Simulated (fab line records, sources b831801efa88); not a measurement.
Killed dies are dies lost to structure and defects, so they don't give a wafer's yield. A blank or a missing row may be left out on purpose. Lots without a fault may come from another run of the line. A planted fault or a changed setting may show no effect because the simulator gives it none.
fab line records | flow sky130
record lots=11 wafers=33 last_day=50
route steps=708 shown VIA2@508 CAPM@539
lots that met no fault: from a run of the same line without faults
start_h: hours from the record's first day to the start of the lot's first wafer shown | wait_h: hours since the lot's step before | " the same as in the row above | L1.1+2: a row that stands for several wafers | - no value, or no start given | * or withheld: withheld | < > ~ a bound
route shown NAME@n: a module of which the file shows steps, and the number in the route of the first | usual: mean/standard deviation of fault-free wafers | same: alike in all rows | chamber/n: place in a boat | sites: the reading at each site | _std_site: their standard deviation | _edge_site: outer sites' mean less inner sites' | radius_mm: how far each site lies from the wafer's centre | mask NAME#n: copy n | behind: the tool/chamber that last shaped the wafer | hold: why the lot was held/for how many hours/how that ended | device: the transistor (n, p or np) that didn't switch | end of line: the same wafers' tests at the end of the route | a step without rows: its recipe alone | killed: dies lost to structure and defects at the first sort, not the wafer's yield | map: a wafer's dies, x killed, . not, _ none there
set.NAME: the setting as run; set.NAME@STEP: as run at that earlier step | model.NAME: the simulator's own value behind a step, which no gauge read
steps of the route over a sample of lots; a table a step, a row a wafer
services: from which hour (start_h, from the record's first day; less than 0 if before it) a tool's chamber was out of use, for how many hours, and why
## steps
# step SKY_VIA2_THK_MEAS_01
# recipe reads=SiO2_of_VIA2_HDPCVD_00
# usual VIA2_HDPCVD_THK=1183/14
# columns lot.wafer tool chamber start_h wait_h VIA2_HDPCVD_THK[nm]
L467.1 film_metro-02 - 816.17 0.1 1193
L467.4 " - " " 1180
L467.6 " - " " 1182
L469.3 film_metro-03 - 838.47 0.1 1155
L469.5 " - " " 1160
L469.6 " - " " 1187
L470.3 film_metro-03 - 857.46 0.1 1197
L470.4 " - " " 1186
L470.5 " - " " 1190
L473.3 film_metro-02 - 870.14 0.1 1197
L473.5 " - " " 1177
L473.6 " - " " 1159
L475.2 film_metro-01 - 886.61 0.1 1188
L475.5 " - " " 1181
L475.6 " - " " 1175
L478.1 film_metro-01 - 912.51 0.1 1193
L478.4 " - " " 1187
L478.6 " - " " 1183
L483.1 film_metro-03 - 936.71 0.1 1171
L483.2 " - " " 1208
L483.3 " - " " 1190
L486.2 film_metro-01 - 966.97 0.1 1168
L486.5 " - " " 1188
L486.6 " - " " 1184
L487.2 film_metro-03 - 971.61 0.1 1155
L487.3 " - " " 1180
L487.4 " - " " 1176
L488.4 film_metro-02 - 973.74 0.0 1188
L488.5 " - " " 1185
L488.6 " - " " 1176
L489.1 film_metro-03 - 978.51 0.1 1206
L489.3 " - " " 1192
L489.5 " - " " 1196
# step SKY_VIA2_CVD_21
# recipe material=W target_thk_nm=420 time_s=126.4 temp_c=400 pressure_torr=40
# usual heater_power_w=759/66
# same time_s=126.4
# columns lot.wafer tool chamber start_h wait_h heater_power_w
L467.1 cvd_w-01 0 843.85 0.0 837
L467.4 " 0 " " 819
L467.6 " 1 " " 702
L469.3 cvd_w-01 1 865.52 0.1 727
L469.5 " 1 " " 714
L469.6 " 0 " " 812
L470.3 cvd_w-01 1 884.58 0.1 702
L470.4 " 0 " " 816
L470.5 " 0 " " 799
L473.3 cvd_w-01 0 897.22 0.1 810
L473.5 " 0 " " 816
L473.6 " 1 " " 721
L475.2 cvd_w-02 1 913.79 0.3 804
L475.5 " 1 " " 795
L475.6 " 1 " " 800
L478.1 cvd_w-02 1 938.94 0.0 806
L478.4 " 0 " " 683
L478.6 " 1 " " 815
L483.1 cvd_w-02 0 962.41 0.0 679
L483.2 " 1 " " 813
L483.3 " 1 " " 805
L486.2 cvd_w-02 1 991.61 0.0 799
L486.5 " 1 " " 814
L486.6 " 0 " " 671
L487.2 cvd_w-01 0 997.14 0.0 841
L487.3 " 1 " " 686
L487.4 " 0 " " 835
L488.4 cvd_w-01 1 998.49 0.1 673
L488.5 " 1 " " 684
L488.6 " 0 " " 839
L489.1 cvd_w-02 1 1003.13 0.0 808
L489.3 " 0 " " 680
L489.5 " 0 " " 685
# step SKY_CAPM_SPUTTER_02
# recipe material=TiN target_thk_nm=200 temp_c=300 power_w=6500 time_s=166.7 chamber_pressure_pa=0.4
# usual throttle_valve_pct=30.3/0.72
# columns lot.wafer tool chamber start_h wait_h throttle_valve_pct
L467.1 pvd_sputter-01 - 844.71 0.1 30.2
L467.4 " - " " 30.1
L467.6 " - " " 31.7
L469.3 pvd_sputter-01 - 866.33 0.0 29.8
L469.5 " - " " 31.6
L469.6 " - " " 30.0
L470.3 pvd_sputter-01 - 885.38 0.0 30.2
L470.4 " - " " 31.1
L470.5 " - " " 31.3
L473.3 pvd_sputter-04 - 898.03 0.0 31.5
L473.5 " - " " 29.4
L473.6 " - " " 31.3
L475.2 pvd_sputter-01 - 914.76 0.0 30.0
L475.5 " - " " 31.3
L475.6 " - " " 29.6
L478.1 pvd_sputter-04 - 939.79 0.1 30.0
L478.4 " - " " 30.8
L478.6 " - " " 31.4
L483.1 pvd_sputter-01 - 963.26 0.1 29.8
L483.2 " - " " 31.6
L483.3 " - " " 29.6
L486.2 pvd_sputter-01 - 992.46 0.0 29.5
L486.5 " - " " 30.1
L486.6 " - " " 29.6
L487.2 pvd_sputter-04 - 997.99 0.0 30.3
L487.3 " - " " 30.2
L487.4 " - " " 31.4
L488.4 pvd_sputter-04 - 999.29 0.0 29.4
L488.5 " - " " 31.1
L488.6 " - " " 29.3
L489.1 pvd_sputter-04 - 1003.98 0.1 31.2
L489.3 " - " " 30.6
L489.5 " - " " 29.0
# step SKY_CAPM_RS_MEAS_03
# recipe thk_meas_gauge=four-point-probe reads=TiN_of_CAPM_SPUTTER_02
# usual CAPM_TIN_RS=6.94/0.079
# columns lot.wafer tool chamber start_h wait_h hold CAPM_TIN_RS[ohm/sq]
L467.1 film_metro-04 - 844.82 0.1 - 6.90
L467.4 " - " " - 7.03
L467.6 " - " " - 7.06
L469.3 film_metro-04 - 866.48 0.1 - 7.05
L469.5 " - " " - 7.11
L469.6 " - " " - 6.98
L470.3 film_metro-01 - 885.53 0.1 - 6.92
L470.4 " - " " - 7.05
L470.5 " - " " - 7.04
L473.3 film_metro-04 - 898.17 0.1 - 6.95
L473.5 " - " " - 6.88
L473.6 " - " " - 6.93
L475.2 film_metro-01 - 914.89 0.1 - 6.94
L475.5 " - " " - 7.09
L475.6 " - " " - 6.93
L478.1 film_metro-01 - 939.90 0.1 - 6.92
L478.4 " - " " - 6.86
L478.6 " - " " - 7.00
L483.1 film_metro-01 - 963.37 0.1 - 6.91
L483.2 " - " " - 6.90
L483.3 " - " " - 6.83
L486.2 film_metro-01 - 992.59 0.1 await_dispo/0.2h/release 6.93
L486.5 " - " " await_dispo/0.2h/release 7.00
L486.6 " - " " await_dispo/0.2h/release 7.32
L486.2 film_metro-01 - 992.87 0.3 - 6.94
L486.5 " - " " - 7.01
L486.6 " - " " - 7.32
L487.2 film_metro-04 - 998.12 0.1 - 6.88
L487.3 " - " " - 6.96
L487.4 " - " " - 6.96
L488.4 film_metro-01 - 999.46 0.1 - 6.84
L488.5 " - " " - 6.87
L488.6 " - " " - 6.88
L489.1 film_metro-01 - 1004.09 0.1 - 6.96
L489.3 " - " " - 6.85
L489.5 " - " " - 6.94
# step SKY_CAPM_THK_MEAS_04
# recipe thk_meas_gauge=xrf reads=TiN_of_CAPM_SPUTTER_02
# usual CAPM_TIN_THK=196.3/2.3
# columns lot.wafer tool chamber start_h wait_h hold CAPM_TIN_THK[nm]
L467.1 film_metro-04 - 844.94 0.1 - 198.0
L467.4 " - " " - 193.5
L467.6 " - " " - 193.8
L469.3 film_metro-04 - 866.58 0.1 - 194.8
L469.5 " - " " - 192.4
L469.6 " - " " - 196.0
L470.3 film_metro-01 - 885.63 0.1 - 197.4
L470.4 " - " " - 193.7
L470.5 " - " " - 193.7
L473.3 film_metro-04 - 898.27 0.1 - 195.9
L473.5 " - " " - 197.3
L473.6 " - " " - 196.5
L475.2 film_metro-01 - 915.00 0.1 - 196.1
L475.5 " - " " - 192.4
L475.6 " - " " - 195.5
L478.1 film_metro-01 - 940.02 0.1 - 196.1
L478.4 " - " " - 199.3
L478.6 " - " " - 194.9
L483.1 film_metro-01 - 963.49 0.1 - 197.3
L483.2 " - " " - 197.6
L483.3 " - " " - 199.3
L486.2 film_metro-01 - 997.38 4.5 await_dispo/0.2h/release 195.7
L486.5 " - " " await_dispo/0.2h/release 192.9
L486.6 " - " " await_dispo/0.2h/release 186.7
L486.2 film_metro-01 - 997.61 0.2 - 196.0
L486.5 " - " " - 194.0
L486.6 " - " " - 186.7
L487.2 film_metro-04 - 998.23 0.1 - 199.2
L487.3 " - " " - 195.5
L487.4 " - " " - 196.4
L488.4 film_metro-01 - 999.55 0.1 - 197.7
L488.5 " - " " - 198.1
L488.6 " - " " - 197.4
L489.1 film_metro-01 - 1004.21 0.1 - 195.6
L489.3 " - " " - 197.8
L489.5 " - " " - 195.7
# step SKY_CAPM_OVL_MEAS_12
# usual CAPM_OVL=-0.4/1.5
# columns lot.wafer tool chamber start_h wait_h CAPM_OVL[nm]
L467.1 overlay-02 - 869.96 0.1 0.0
L467.4 " - " " -0.8
L467.6 " - " " 0.5
L469.3 overlay-02 - 893.01 0.1 0.7
L469.5 " - " " -0.9
L469.6 " - " " 0.1
L470.3 overlay-01 - 909.99 0.1 -0.8
L470.4 " - " " -1.9
L470.5 " - " " -1.1
L473.3 overlay-02 - 921.89 0.1 -0.9
L473.5 " - " " -1.1
L473.6 " - " " -0.6
L475.2 overlay-01 - 939.52 0.1 0.9
L475.5 " - " " -0.2
L475.6 " - " " 0.8
L478.1 overlay-02 - 964.08 0.1 -2.0
L478.4 " - " " -0.5
L478.6 " - " " -0.1
L483.1 overlay-02 - 986.25 0.1 -1.6
L483.2 " - " " -2.2
L483.3 " - " " -1.4
L486.2 overlay-02 - 1015.57 0.1 -1.7
L486.5 " - " " -0.5
L486.6 " - " " -3.0
L487.2 overlay-01 - 1021.26 0.1 -2.8
L487.3 " - " " 2.0
L487.4 " - " " 0.1
L488.4 overlay-01 - 1022.98 0.1 -0.9
L488.5 " - " " 0.6
L488.6 " - " " -0.4
L489.1 overlay-01 - 1026.56 0.1 -1.3
L489.3 " - " " -0.5
L489.5 " - " " -0.8
## services
# columns tool chamber start_h hours kind
cvd_w-01 - 861.03 1.5 repair
cvd_w-01 - 904.00 14.0 pm
cvd_w-01 0 904.00 23.7 vent_cycle
cvd_w-01 1 904.00 14.0 vent_cycle
cvd_w-02 0 910.81 16.9 repair
cvd_w-01 0 915.13 12.6 repair
cvd_w-01 0 918.00 - clean
cvd_w-01 1 918.00 - clean
pvd_sputter-04 - 920.08 2.5 repair
pvd_sputter-01 - 960.41 2.3 repair
cvd_w-02 - 997.82 4.3 pm
pvd_sputter-01 - 1000.17 5.3 repair
## key
first_sign step=SKY_CAPM_RS_MEAS_03 reading=visit direction=added
effect step=SKY_CAPM_RS_MEAS_03 reading=CAPM_TIN_RS direction=up sigmas=4.8 usual=6.94 struck=7.32
effect step=SKY_CAPM_THK_MEAS_04 reading=visit direction=added
met_at SKY_CAPM_SPUTTER_02
struck_lots L486
struck_wafers L486.6
not_acting_at SKY_VIA2_THK_MEAS_01,SKY_VIA2_CVD_21,SKY_CAPM_OVL_MEAS_12
onset_between 963.26 992.46
fault kind=process_parameter_drift tool=pvd_sputter-01 chamber=- onset_h=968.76 steps=SKY_CAPM_SPUTTER_02 channel=time_s offset=* shape=step end_h=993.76 scope=struck_wafers_only acts_in=* stated=*
